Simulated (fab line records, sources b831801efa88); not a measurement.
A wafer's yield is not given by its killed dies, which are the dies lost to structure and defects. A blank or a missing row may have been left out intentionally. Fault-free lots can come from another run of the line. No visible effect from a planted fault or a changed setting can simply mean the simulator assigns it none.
Struck lot and sound lot, side by side | flow sky130 | 16 out of 708 route steps
Sound: these wafers, L879.3, L879.4, L879.6. Wafers struck: L888.4, L888.5, L888.6. At the end, the cause is stated.
Per side, at each step with rows, come the tool, then ch with its chambers, and then its first start. Under that, the readings that differ: sound wafers | struck wafers | difference of the means | sigmas: that difference in standard deviations of wafers without a fault.
alike: a reading whose means differ by less than 2 such deviations, as well as words and numbers matching on both sides. not compared: withheld readings; readings where some wafer has no value; bounds like >300 that might hide an equal value; numbers whose values overlap and for which the record gives no deviation.
A row with sigmas, a row that says differs or no value, or rows on one side alone: a step with any of these is where the two part. Numbers that have no deviation but don't overlap get no sigmas and don't part them. Lack of a reading on every wafer of one side parts them only where that side has two or more wafers.

first, 1 step without rows for these wafers: SKY_FIELD_ISO_CVD_03 (deposits Si3N4 from DCS/NH3, target thk 165 nm, time 2830 s).
SKY_FIELD_ISO_THK_MEAS_04:
  sound on filmMetro-04, day 2 01:21; struck on filmMetro-04, day 3 21:07
  alike: FIELD_ISO_CVD_03_THK
then, 8 steps without rows for these wafers: SKY_FIELD_ISO_DEHYDRATE_05 (time 60 s); SKY_FIELD_ISO_HMDS_06 (prime time 60 s); SKY_FIELD_ISO_COAT_07 (resist thk 60 nm); SKY_FIELD_ISO_COAT_08 (resist thk 450 nm); SKY_FIELD_ISO_SOFTBAKE_09 (time 90 s); SKY_FIELD_ISO_EXPOSE_10 (exposes mask FOM, target cd 150 nm); SKY_FIELD_ISO_PEB_11; SKY_FIELD_ISO_DEVELOP_12 (develop time 60 s).
SKY_FIELD_ISO_CD_MEAS_13 targets a cd of 150 nm.
  sound on cdSem-02, day 2 16:53; struck on cdSem-01, day 4 14:24
  alike: cdNm
SKY_FIELD_ISO_ETCH_14: etches BARC in N2/H2, stops on SiO2, time 45.9 s, target depth 60 nm.
  sound on rieDiel-03 ch 0,2, day 2 16:58; struck on rieDiel-01 ch 0,1,2, day 4 14:29
reading                      | sound                | struck               | difference | sigmas
chamberPressureMTorr (mTorr) | 29.995 30.053 30.022 | 29.967 29.906 30.006 | -0.064     | -3
  alike: biasW, drypumpMotorCurrentA, h2FlowSccm, oesProductAu, throttleValvePct
  not compared: rfHoursCounterH
SKY_FIELD_ISO_ETCH_15: etches the open film in CHF3/O2, stops on Si, target depth 180 nm, time 72 s.
  sound on rieDiel-03 ch 0,2, day 2 17:00; struck on rieDiel-01 ch 0,1,2, day 4 14:32
  no value came back on the struck wafers for any of 6 readings (O2_flow_sccm (sccm), biasW (W) and others); on the sound wafers O2_flow_sccm (sccm) reads 4.995 5.012 4.997
reading                                         | sound             | struck            | difference | sigmas
model.KrF-thick_of_FIELD_ISO_COAT_08.thkNm (nm) | 231.7 235.7 231.1 | 393.3 391.8 392.4 | +159.7     | 
  not compared: rfHoursCounterH
SKY_FIELD_ISO_STRIP_16: strips in O2/N2.
  sound on plasmaAsher-04 ch 0,1, day 2 17:05; struck on plasmaAsher-03 ch 0,1, day 4 14:35
reading                  | sound             | struck            | difference | sigmas
oesProductAu (a.u.)      | 0.379 0.373 0.376 | 0.452 0.443 0.444 | +0.070     | +15
stripTimeToEndpointS (s) | 3.52 3.53 3.49    | 5.19 5.20 5.20    | +1.68      | +51
  alike: drypumpMotorCurrentA
  not compared: rfHoursCounterH
SKY_FIELD_ISO_ETCH_17: etches Si in HBr/Cl2/O2, target depth 342 nm, time 97.7 s.
  sound on rieSi-02 ch 0,2,3, day 2 17:09; struck on rieSi-01 ch 1,2, day 4 14:40
  alike: HBr_flow_sccm, O2_flow_sccm, drypumpMotorCurrentA, oesProductAu, throttleValvePct
  not compared: rfHoursCounterH
-- a jump in the record: the struck wafers' starts before and after are 44 days apart (it breaks off in module FIELD_ISO and resumes in module PAD_OPEN, where the first step shown is number 708 of the route) --
SKY_PAD_OPEN_PROBE_99:
  record: rows for the struck wafers here (prober-01, day 49 01:25), none for the sound ones

== WHERE THEY PART ==
Earliest at SKY_FIELD_ISO_ETCH_14; latest, in this record, at SKY_PAD_OPEN_PROBE_99.

WHY: what the simulator had put in
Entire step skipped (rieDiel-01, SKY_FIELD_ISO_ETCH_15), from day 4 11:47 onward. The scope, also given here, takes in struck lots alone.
